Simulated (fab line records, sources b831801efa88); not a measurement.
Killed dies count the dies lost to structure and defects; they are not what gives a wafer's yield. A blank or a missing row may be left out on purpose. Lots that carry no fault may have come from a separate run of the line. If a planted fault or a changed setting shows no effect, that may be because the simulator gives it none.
fab line records	flow gf180mcu
record lots=24	wafers=72	last-day=34
route steps=602 shown HV_LDD@222 PSD@255 SAB@277 SALICIDE@282 M1@321 M2@364
lots untouched by any fault: they come from a run of this same line in which no faults occurred
start-h: start of the lot's first displayed wafer, in hours after the record's first day	wait-h: how many hours have passed since the lot's step before this one	" identical to the entry in the row above	L1.1+2: one row covering several wafers at once	- either no value or no given start	* or withheld: withheld	< > ~ a bound
route shown NAME@n: NAME is a module with steps in the file, n the number in the route of the first one	usual: average and standard deviation across the fault-free wafers	same: alike in all rows	chamber/n: place in a boat	sites: each site's reading	_std_site: the values' standard deviation	_edge_site: the outer-site mean with the inner-site mean subtracted	radius-mm: how far each site lies from the wafer's centre	mask NAME#n: copy n	behind: the tool/chamber that last shaped the wafer	hold: what put the lot on hold/how long, in hours/how the hold closed	device: the transistor (n, p or np) that didn't switch	end of line: at the end of the route, the tests of the same wafers	for a step that has no rows: nothing shown but its recipe	killed: dies that structure and defects cost at the first sort, which is not the same as the wafer's yield	map: a wafer's dies, x killed, . not, _ none there
set.NAME: the setting as run; set.NAME@STEP: as run at that earlier step	model.NAME: the simulator's own value behind a step, which no gauge read
the route's steps for a sample of lots (tables are steps, rows are wafers)
services: the hour from which a tool's chamber was out of use, counted from the record's first day as start-h (under 0 if before that day), plus the number of hours and why
## steps
# step GF_HV_LDD_CD_MEAS_46
# recipe target-cd-nm=400
# usual cd-nm=399.8/2.4
lot.wafer	tool	chamber	start-h	wait-h	cd-nm
L074.1	cd-sem-02	-	268.27	0.1	399.5
L074.4	"	-	"	"	399.0
L074.6	"	-	"	"	398.9
L075.3	cd-sem-01	-	275.79	0.1	396.0
L075.4	"	-	"	"	395.5
L075.5	"	-	"	"	394.8
L076.3	cd-sem-01	-	284.54	0.1	400.2
L076.4	"	-	"	"	400.9
L076.5	"	-	"	"	401.2
L077.1	cd-sem-01	-	297.02	0.1	403.4
L077.3	"	-	"	"	401.9
L077.6	"	-	"	"	404.5
L078.2	cd-sem-02	-	306.47	0.1	401.2
L078.3	"	-	"	"	401.3
L078.6	"	-	"	"	402.5
L079.2	cd-sem-02	-	318.77	0.1	405.5
L079.3	"	-	"	"	406.1
L079.6	"	-	"	"	405.6
L080.1	cd-sem-01	-	325.92	0.1	399.0
L080.2	"	-	"	"	402.2
L080.5	"	-	"	"	399.5
L081.3	cd-sem-01	-	331.39	0.1	396.4
L081.4	"	-	"	"	400.4
L081.5	"	-	"	"	396.6
L082.2	cd-sem-01	-	346.52	0.1	399.5
L082.3	"	-	"	"	400.1
L082.4	"	-	"	"	400.0
L083.2	cd-sem-01	-	354.37	0.1	400.0
L083.4	"	-	"	"	400.7
L083.5	"	-	"	"	403.1
L084.2	cd-sem-01	-	357.98	0.1	399.6
L084.3	"	-	"	"	399.4
L084.5	"	-	"	"	397.8
L085.1	cd-sem-02	-	361.17	0.1	401.1
L085.2	"	-	"	"	400.9
L085.6	"	-	"	"	396.6
L086.3	cd-sem-01	-	369.41	0.1	402.4
L086.5	"	-	"	"	402.5
L086.6	"	-	"	"	402.5
L087.2	cd-sem-02	-	377.14	0.1	395.6
L087.3	"	-	"	"	397.1
L087.4	"	-	"	"	396.8
L088.1	cd-sem-01	-	388.49	0.2	400.6
L088.2	"	-	"	"	399.1
L088.5	"	-	"	"	401.2
L089.1	cd-sem-02	-	394.40	0.1	399.6
L089.4	"	-	"	"	400.5
L089.6	"	-	"	"	402.8
L090.2	cd-sem-02	-	400.54	0.1	399.6
L090.3	"	-	"	"	399.8
L090.6	"	-	"	"	398.6
L091.2	cd-sem-01	-	407.42	0.1	398.7
L091.3	"	-	"	"	400.6
L091.6	"	-	"	"	398.2
L092.1	cd-sem-02	-	416.77	0.1	400.7
L092.3	"	-	"	"	398.5
L092.4	"	-	"	"	399.6
L093.1	cd-sem-02	-	425.81	0.1	399.4
L093.3	"	-	"	"	400.1
L093.5	"	-	"	"	398.1
L094.2	cd-sem-02	-	432.28	0.1	398.4
L094.5	"	-	"	"	399.2
L094.6	"	-	"	"	400.0
L095.2	cd-sem-02	-	449.04	0.1	402.3
L095.4	"	-	"	"	399.9
L095.6	"	-	"	"	401.5
L096.2	cd-sem-01	-	455.07	0.1	400.0
L096.4	"	-	"	"	399.7
L096.6	"	-	"	"	399.8
L097.3	cd-sem-01	-	460.31	0.1	396.2
L097.5	"	-	"	"	395.3
L097.6	"	-	"	"	396.0
# step GF_PSD_CD_MEAS_07
# recipe target-cd-nm=400
# usual cd-nm=400.3/1.8
lot.wafer	tool	chamber	start-h	wait-h	cd-nm
L074.1	cd-sem-02	-	311.41	0.1	398.8
L074.4	"	-	"	"	398.3
L074.6	"	-	"	"	401.0
L075.3	cd-sem-02	-	321.15	0.1	401.1
L075.4	"	-	"	"	399.7
L075.5	"	-	"	"	400.6
L076.3	cd-sem-01	-	330.76	0.1	400.7
L076.4	"	-	"	"	399.4
L076.5	"	-	"	"	402.2
L077.1	cd-sem-02	-	342.41	0.1	401.2
L077.3	"	-	"	"	402.2
L077.6	"	-	"	"	401.7
L078.2	cd-sem-02	-	351.89	0.1	401.1
L078.3	"	-	"	"	399.1
L078.6	"	-	"	"	399.3
L079.2	cd-sem-01	-	365.59	0.1	402.0
L079.3	"	-	"	"	399.6
L079.6	"	-	"	"	402.7
L080.1	cd-sem-01	-	373.67	0.1	399.6
L080.2	"	-	"	"	398.0
L080.5	"	-	"	"	398.4
L081.3	cd-sem-02	-	380.71	0.1	400.6
L081.4	"	-	"	"	402.6
L081.5	"	-	"	"	400.9
L082.2	cd-sem-02	-	396.78	0.1	399.2
L082.3	"	-	"	"	401.3
L082.4	"	-	"	"	403.0
L083.2	cd-sem-02	-	405.09	0.1	400.8
L083.4	"	-	"	"	401.4
L083.5	"	-	"	"	400.4
L084.2	cd-sem-02	-	405.99	0.1	401.4
L084.3	"	-	"	"	399.8
L084.5	"	-	"	"	401.6
L085.1	cd-sem-02	-	410.42	0.1	395.9
L085.2	"	-	"	"	396.0
L085.6	"	-	"	"	397.9
L086.3	cd-sem-01	-	419.11	0.1	399.0
L086.5	"	-	"	"	401.1
L086.6	"	-	"	"	398.8
L087.2	cd-sem-01	-	427.64	0.1	397.1
L087.3	"	-	"	"	397.4
L087.4	"	-	"	"	398.7
L088.1	cd-sem-01	-	440.42	0.1	397.2
L088.2	"	-	"	"	397.5
L088.5	"	-	"	"	398.4
L089.1	cd-sem-02	-	446.06	0.1	399.7
L089.4	"	-	"	"	398.3
L089.6	"	-	"	"	399.1
L090.2	cd-sem-01	-	452.32	0.1	401.3
L090.3	"	-	"	"	400.4
L090.6	"	-	"	"	400.4
L091.2	cd-sem-01	-	459.57	0.1	403.5
L091.3	"	-	"	"	401.3
L091.6	"	-	"	"	404.2
L092.1	cd-sem-01	-	470.22	0.1	399.5
L092.3	"	-	"	"	399.2
L092.4	"	-	"	"	402.2
L093.1	cd-sem-01	-	478.40	0.1	400.4
L093.3	"	-	"	"	397.8
L093.5	"	-	"	"	400.3
L094.2	cd-sem-02	-	484.29	0.1	403.7
L094.5	"	-	"	"	402.1
L094.6	"	-	"	"	401.9
L095.2	cd-sem-02	-	500.38	0.1	398.4
L095.4	"	-	"	"	399.6
L095.6	"	-	"	"	397.7
L096.2	cd-sem-02	-	506.48	0.1	402.4
L096.4	"	-	"	"	402.8
L096.6	"	-	"	"	400.1
L097.3	cd-sem-02	-	511.61	0.1	402.6
L097.5	"	-	"	"	401.6
L097.6	"	-	"	"	401.2
# step GF_SAB_STRIP_13
# recipe chemistry=O2/N2	power-w=1400	pressure-mtorr=1500	platen-temp-c=250	o2-flow-sccm=3000	n2-flow-sccm=300	overash-fraction=0.5
# usual drypump-motor-current-A=5.8/0.38	heater-power-w=350/37	oes-product-au=0.710/0.0045	strip-time-to-endpoint-s=12.61/0.031
lot.wafer	tool	chamber	start-h	wait-h	drypump-motor-current-A	heater-power-w	oes-product-au	rf-hours-counter-h	strip-time-to-endpoint-s
L074.1	plasma-asher-02	1	333.58	0.0	6.2	413	0.710	65	12.55
L074.4	"	1	"	"	6.2	414	0.705	-	12.61
L074.6	"	1	"	"	6.3	414	0.707	-	12.56
L075.3	plasma-asher-02	0	343.17	0.0	5.9	361	0.707	-	12.60
L075.4	"	1	"	"	6.3	405	0.716	-	12.59
L075.5	"	1	"	"	6.2	406	0.713	-	12.58
L076.3	plasma-asher-01	1	353.11	0.0	5.1	394	0.716	-	12.59
L076.4	"	0	"	"	5.6	300	0.707	-	12.63
L076.5	"	1	"	"	5.1	390	0.704	-	12.59
L077.1	plasma-asher-03	1	365.17	0.0	6.0	308	0.711	70	12.63
L077.3	"	1	"	"	5.9	314	0.710	-	12.63
L077.6	"	1	"	"	5.9	315	0.710	-	12.60
L078.2	plasma-asher-01	1	374.28	0.0	5.1	394	0.709	59	12.59
L078.3	"	1	"	"	5.1	391	0.714	-	12.60
L078.6	"	0	"	"	5.6	299	0.716	-	12.59
L079.2	plasma-asher-01	0	389.32	0.0	5.6	306	0.710	61	12.57
L079.3	"	0	"	"	5.6	307	0.712	-	12.61
L079.6	"	0	"	"	5.6	305	0.714	-	12.61
L080.1	plasma-asher-03	0	397.74	0.0	6.1	366	0.715	73	12.59
L080.2	"	1	"	"	5.9	315	0.710	73	12.60
L080.5	"	1	"	"	5.9	323	0.718	-	12.57
L081.3	plasma-asher-01	1	405.26	0.0	5.1	388	0.705	-	12.60
L081.4	"	0	"	"	5.6	299	0.698	-	12.66
L081.5	"	1	"	"	5.1	384	0.710	-	12.64
L082.2	plasma-asher-01	0	421.63	0.0	5.6	311	0.713	64	12.63
L082.3	"	0	"	"	5.6	296	0.710	-	12.63
L082.4	"	1	"	"	5.1	391	0.714	-	12.63
L083.2	plasma-asher-03	0	429.94	0.0	6.1	358	0.704	77	12.66
L083.4	"	1	"	"	5.9	322	0.710	-	12.65
L083.5	"	0	"	"	6.1	371	0.717	-	12.61
L084.2	plasma-asher-03	0	431.19	0.0	6.1	359	0.709	77	12.63
L084.3	"	1	"	"	5.9	316	0.705	-	12.64
L084.5	"	0	"	"	6.1	365	0.712	-	12.60
L085.1	plasma-asher-02	0	435.72	0.0	5.9	360	0.717	0	12.62
L085.2	"	1	"	"	6.3	417	0.711	0	12.59
L085.6	"	1	"	"	6.3	408	0.714	-	12.62
L086.3	plasma-asher-03	0	444.19	0.0	6.1	359	0.710	-	12.68
L086.5	"	1	"	"	5.9	312	0.707	-	12.60
L086.6	"	0	"	"	6.1	372	0.715	-	12.70
L087.2	plasma-asher-01	1	453.46	0.0	5.1	387	0.708	69	12.63
L087.3	"	1	"	"	5.1	384	0.713	-	12.58
L087.4	"	0	"	"	5.6	299	0.708	-	12.66
L088.1	plasma-asher-03	1	466.49	0.0	5.9	301	0.715	80	12.57
L088.2	"	0	"	"	6.1	372	0.710	80	12.57
L088.5	"	1	"	"	5.9	320	0.705	-	12.63
L089.1	plasma-asher-03	0	471.53	0.0	6.1	366	0.722	81	12.61
L089.4	"	1	"	"	5.9	316	0.708	-	12.64
L089.6	"	0	"	"	6.1	355	0.707	-	12.63
L090.2	plasma-asher-03	1	477.63	0.0	5.9	324	0.713	82	12.59
L090.3	"	0	"	"	6.1	364	0.714	-	12.60
L090.6	"	0	"	"	6.1	363	0.704	-	12.57
L091.2	plasma-asher-03	0	484.82	0.0	6.1	361	0.709	82	12.60
L091.3	"	1	"	"	5.9	311	0.717	-	12.60
L091.6	"	1	"	"	5.9	319	0.715	-	12.59
L092.1	plasma-asher-03	1	494.62	0.0	5.9	317	0.713	83	12.68
L092.3	"	0	"	"	6.1	366	0.705	-	12.66
L092.4	"	1	"	"	5.9	318	0.704	-	12.68
L093.1	plasma-asher-02	1	502.98	0.0	6.3	414	0.716	8	12.62
L093.3	"	0	"	"	5.9	366	0.719	-	12.58
L093.5	"	1	"	"	6.3	411	0.701	-	12.62
L094.2	plasma-asher-01	0	508.72	0.0	5.6	304	0.711	75	12.61
L094.5	"	1	"	"	5.1	389	0.709	-	12.65
L094.6	"	0	"	"	5.6	311	0.702	-	12.63
L095.2	plasma-asher-03	0	525.48	0.0	6.1	357	0.710	86	12.61
L095.4	"	0	"	"	6.1	364	0.704	-	12.61
L095.6	"	0	"	"	6.1	366	0.701	-	12.62
L096.2	plasma-asher-01	1	530.71	0.0	5.1	392	0.704	77	12.60
L096.4	"	0	"	"	5.6	306	0.709	-	12.59
L096.6	"	0	"	"	5.6	304	0.705	-	12.62
L097.3	plasma-asher-01	1	535.64	0.0	5.1	382	0.702	-	12.56
L097.5	"	1	"	"	5.1	387	0.710	-	12.56
L097.6	"	0	"	"	5.6	300	0.720	-	12.57
# step GF_SALICIDE_RS_MEAS_04
# recipe thk-meas-gauge=four-point-probe	reads=TiN_of_SALICIDE_SPUTTER_03+Co_of_SALICIDE_SPUTTER_02
# usual SALICIDE_TIN_RS=16.25/0.28
lot.wafer	tool	chamber	start-h	wait-h	SALICIDE_TIN_RS[ohm/sq]
L074.1	film-metro-01	-	333.82	0.0	16.60
L074.4	"	-	"	"	16.60
L074.6	"	-	"	"	16.57
L075.3	film-metro-02	-	343.43	0.1	16.38
L075.4	"	-	"	"	16.37
L075.5	"	-	"	"	16.02
L076.3	film-metro-02	-	353.36	0.1	16.09
L076.4	"	-	"	"	16.17
L076.5	"	-	"	"	16.15
L077.1	film-metro-01	-	365.42	0.0	16.44
L077.3	"	-	"	"	15.90
L077.6	"	-	"	"	15.86
L078.2	film-metro-01	-	374.54	0.0	16.58
L078.3	"	-	"	"	16.52
L078.6	"	-	"	"	16.49
L079.2	film-metro-02	-	389.58	0.0	16.49
L079.3	"	-	"	"	16.37
L079.6	"	-	"	"	16.57
L080.1	film-metro-02	-	397.98	0.0	15.93
L080.2	"	-	"	"	15.93
L080.5	"	-	"	"	15.87
L081.3	film-metro-01	-	405.51	0.1	16.05
L081.4	"	-	"	"	16.13
L081.5	"	-	"	"	15.93
L082.2	film-metro-02	-	421.89	0.0	15.79
L082.3	"	-	"	"	16.29
L082.4	"	-	"	"	15.87
L083.2	film-metro-02	-	430.20	0.0	16.11
L083.4	"	-	"	"	16.13
L083.5	"	-	"	"	16.41
L084.2	film-metro-01	-	431.45	0.0	15.93
L084.3	"	-	"	"	16.09
L084.5	"	-	"	"	15.96
L085.1	film-metro-04	-	435.96	0.0	16.04
L085.2	"	-	"	"	16.39
L085.6	"	-	"	"	16.54
L086.3	film-metro-01	-	444.44	0.1	16.52
L086.5	"	-	"	"	16.30
L086.6	"	-	"	"	16.20
L087.2	film-metro-02	-	453.72	0.0	15.68
L087.3	"	-	"	"	15.63
L087.4	"	-	"	"	15.83
L088.1	film-metro-02	-	466.76	0.0	16.60
L088.2	"	-	"	"	16.49
L088.5	"	-	"	"	16.86
L089.1	film-metro-02	-	471.78	0.0	16.43
L089.4	"	-	"	"	16.38
L089.6	"	-	"	"	16.70
L090.2	film-metro-02	-	477.95	0.0	16.02
L090.3	"	-	"	"	16.38
L090.6	"	-	"	"	15.96
L091.2	film-metro-01	-	485.09	0.0	16.31
L091.3	"	-	"	"	16.19
L091.6	"	-	"	"	16.39
L092.1	film-metro-01	-	494.86	0.0	16.55
L092.3	"	-	"	"	16.32
L092.4	"	-	"	"	16.42
L093.1	film-metro-01	-	503.22	0.0	16.39
L093.3	"	-	"	"	16.38
L093.5	"	-	"	"	16.31
L094.2	film-metro-02	-	508.98	0.0	16.62
L094.5	"	-	"	"	16.63
L094.6	"	-	"	"	16.73
L095.2	film-metro-02	-	525.78	0.0	16.10
L095.4	"	-	"	"	16.15
L095.6	"	-	"	"	16.12
L096.2	film-metro-01	-	530.97	0.0	16.55
L096.4	"	-	"	"	16.01
L096.6	"	-	"	"	16.46
L097.3	film-metro-02	-	535.89	0.1	16.64
L097.5	"	-	"	"	16.13
L097.6	"	-	"	"	16.45
# step GF_M1_THK_MEAS_06
# recipe thk-meas-gauge=xrf	reads=AlCu_of_M1_SPUTTER_02
# usual M1_ALCU_THK=455/4.4
lot.wafer	tool	chamber	start-h	wait-h	M1_ALCU_THK[nm]
L074.1	film-metro-04	-	358.34	0.1	460
L074.4	"	-	"	"	457
L074.6	"	-	"	"	454
L075.3	film-metro-04	-	368.11	0.1	451
L075.4	"	-	"	"	454
L075.5	"	-	"	"	453
L076.3	film-metro-04	-	377.87	0.1	451
L076.4	"	-	"	"	447
L076.5	"	-	"	"	450
L077.1	film-metro-03	-	390.96	0.1	459
L077.3	"	-	"	"	457
L077.6	"	-	"	"	452
L078.2	film-metro-04	-	400.74	0.1	460
L078.3	"	-	"	"	461
L078.6	"	-	"	"	458
L079.2	film-metro-02	-	415.56	0.1	444
L079.3	"	-	"	"	448
L079.6	"	-	"	"	445
L080.1	film-metro-02	-	425.04	0.1	452
L080.2	"	-	"	"	451
L080.5	"	-	"	"	451
L081.3	film-metro-03	-	432.62	0.1	455
L081.4	"	-	"	"	457
L081.5	"	-	"	"	458
L082.2	film-metro-02	-	449.00	0.1	451
L082.3	"	-	"	"	458
L082.4	"	-	"	"	456
L083.2	film-metro-03	-	457.70	0.1	456
L083.4	"	-	"	"	459
L083.5	"	-	"	"	459
L084.2	film-metro-02	-	458.05	0.1	457
L084.3	"	-	"	"	448
L084.5	"	-	"	"	454
L085.1	film-metro-04	-	463.62	0.1	450
L085.2	"	-	"	"	455
L085.6	"	-	"	"	454
L086.3	film-metro-02	-	471.23	0.1	459
L086.5	"	-	"	"	461
L086.6	"	-	"	"	460
L087.2	film-metro-04	-	480.49	0.1	456
L087.3	"	-	"	"	451
L087.4	"	-	"	"	449
L088.1	film-metro-04	-	493.32	0.1	459
L088.2	"	-	"	"	457
L088.5	"	-	"	"	457
L089.1	film-metro-04	-	498.76	0.1	454
L089.4	"	-	"	"	456
L089.6	"	-	"	"	453
L090.2	film-metro-04	-	504.53	0.1	449
L090.3	"	-	"	"	450
L090.6	"	-	"	"	452
L091.2	film-metro-04	-	511.80	0.1	456
L091.3	"	-	"	"	457
L091.6	"	-	"	"	458
L092.1	film-metro-03	-	521.00	0.1	446
L092.3	"	-	"	"	451
L092.4	"	-	"	"	451
L093.1	film-metro-03	-	530.48	0.1	448
L093.3	"	-	"	"	460
L093.5	"	-	"	"	457
L094.2	film-metro-04	-	534.87	0.1	458
L094.5	"	-	"	"	455
L094.6	"	-	"	"	455
L095.2	film-metro-03	-	551.33	0.1	456
L095.4	"	-	"	"	449
L095.6	"	-	"	"	452
L096.2	film-metro-04	-	556.00	0.1	463
L096.4	"	-	"	"	466
L096.6	"	-	"	"	460
L097.3	film-metro-02	-	561.56	0.1	456
L097.5	"	-	"	"	454
L097.6	"	-	"	"	454
# step GF_M2_SPUTTER_02
# recipe material=AlCu	target-thk-nm=450	power-w=10600	time-s=23.9	chamber-pressure-pa=0.4
# usual throttle-valve-pct=30.2/0.8
lot.wafer	tool	chamber	start-h	wait-h	throttle-valve-pct
L074.1	pvd-sputter-01	-	406.92	0.0	30.4
L074.4	"	-	"	"	29.5
L074.6	"	-	"	"	30.6
L075.3	pvd-sputter-01	-	416.91	0.0	29.5
L075.4	"	-	"	"	30.3
L075.5	"	-	"	"	29.2
L076.3	pvd-sputter-03	-	427.19	0.0	29.1
L076.4	"	-	"	"	30.1
L076.5	"	-	"	"	29.8
L077.1	pvd-sputter-04	-	442.10	0.0	30.5
L077.3	"	-	"	"	30.8
L077.6	"	-	"	"	30.1
L078.2	pvd-sputter-04	-	452.05	0.0	31.0
L078.3	"	-	"	"	30.6
L078.6	"	-	"	"	31.0
L079.2	pvd-sputter-01	-	467.15	0.0	30.1
L079.3	"	-	"	"	31.8
L079.6	"	-	"	"	29.3
L080.1	pvd-sputter-04	-	476.62	0.0	30.9
L080.2	"	-	"	"	30.8
L080.5	"	-	"	"	31.0
L081.3	pvd-sputter-03	-	484.30	0.0	29.0
L081.4	"	-	"	"	30.1
L081.5	"	-	"	"	30.1
L082.2	pvd-sputter-04	-	501.06	0.0	30.7
L082.3	"	-	"	"	30.7
L082.4	"	-	"	"	30.1
L083.2	pvd-sputter-04	-	507.75	0.0	30.9
L083.4	"	-	"	"	30.5
L083.5	"	-	"	"	30.2
L084.2	pvd-sputter-03	-	508.46	0.0	29.9
L084.3	"	-	"	"	30.2
L084.5	"	-	"	"	29.4
L085.1	pvd-sputter-03	-	515.61	0.0	29.1
L085.2	"	-	"	"	29.9
L085.6	"	-	"	"	29.8
L086.3	pvd-sputter-04	-	521.76	0.0	30.7
L086.5	"	-	"	"	30.7
L086.6	"	-	"	"	30.9
L087.2	pvd-sputter-04	-	530.87	0.0	30.5
L087.3	"	-	"	"	31.0
L087.4	"	-	"	"	30.1
L088.1	pvd-sputter-03	-	542.66	0.0	30.5
L088.2	"	-	"	"	30.3
L088.5	"	-	"	"	30.2
L089.1	pvd-sputter-03	-	548.19	0.0	29.0
L089.4	"	-	"	"	30.3
L089.6	"	-	"	"	30.3
L090.2	pvd-sputter-03	-	554.96	0.0	30.0
L090.3	"	-	"	"	29.1
L090.6	"	-	"	"	30.3
L091.2	pvd-sputter-01	-	559.97	0.0	29.4
L091.3	"	-	"	"	32.1
L091.6	"	-	"	"	29.4
L092.1	pvd-sputter-01	-	568.94	0.0	31.9
L092.3	"	-	"	"	29.5
L092.4	"	-	"	"	30.2
L093.1	pvd-sputter-01	-	578.46	0.0	29.7
L093.3	"	-	"	"	29.0
L093.5	"	-	"	"	29.4
L094.2	pvd-sputter-03	-	582.69	0.0	30.3
L094.5	"	-	"	"	30.5
L094.6	"	-	"	"	30.1
L095.2	pvd-sputter-03	-	603.54	0.0	29.9
L095.4	"	-	"	"	29.9
L095.6	"	-	"	"	28.9
L096.2	pvd-sputter-01	-	603.70	0.0	31.9
L096.4	"	-	"	"	29.4
L096.6	"	-	"	"	32.2
L097.3	pvd-sputter-01	-	607.36	0.0	29.5
L097.5	"	-	"	"	31.8
L097.6	"	-	"	"	29.3
## services
tool	chamber	start-h	hours	kind
pvd-sputter-03	-	318.77	1.8	repair
pvd-sputter-04	-	343.75	2.1	repair
pvd-sputter-03	2	344.42	-	consumable-replace:kit
pvd-sputter-03	2	344.42	18.0	scheduled-down
pvd-sputter-03	2	344.42	18.0	vent-cycle
plasma-asher-03	-	348.40	1.1	repair
pvd-sputter-01	0	395.33	-	consumable-replace:kit
pvd-sputter-01	0	395.33	18.0	scheduled-down
pvd-sputter-01	0	395.33	18.0	vent-cycle
pvd-sputter-03	-	414.32	0.8	repair
plasma-asher-02	-	421.25	9.0	pm
plasma-asher-02	-	451.18	2.3	repair
pvd-sputter-03	-	457.82	5.1	repair
pvd-sputter-04	2	495.75	-	consumable-replace:kit
pvd-sputter-04	2	495.75	18.0	scheduled-down
plasma-asher-01	-	524.67	4.0	pm
plasma-asher-01	-	537.16	1.0	repair
pvd-sputter-04	-	568.06	3.3	repair
pvd-sputter-03	1	574.00	-	consumable-replace:kit
pvd-sputter-03	1	574.00	18.0	scheduled-down
pvd-sputter-03	1	574.00	18.0	vent-cycle
pvd-sputter-01	3	595.14	-	consumable-replace:kit
pvd-sputter-01	3	595.14	18.0	scheduled-down
pvd-sputter-01	3	595.14	18.0	vent-cycle
## key
fault none
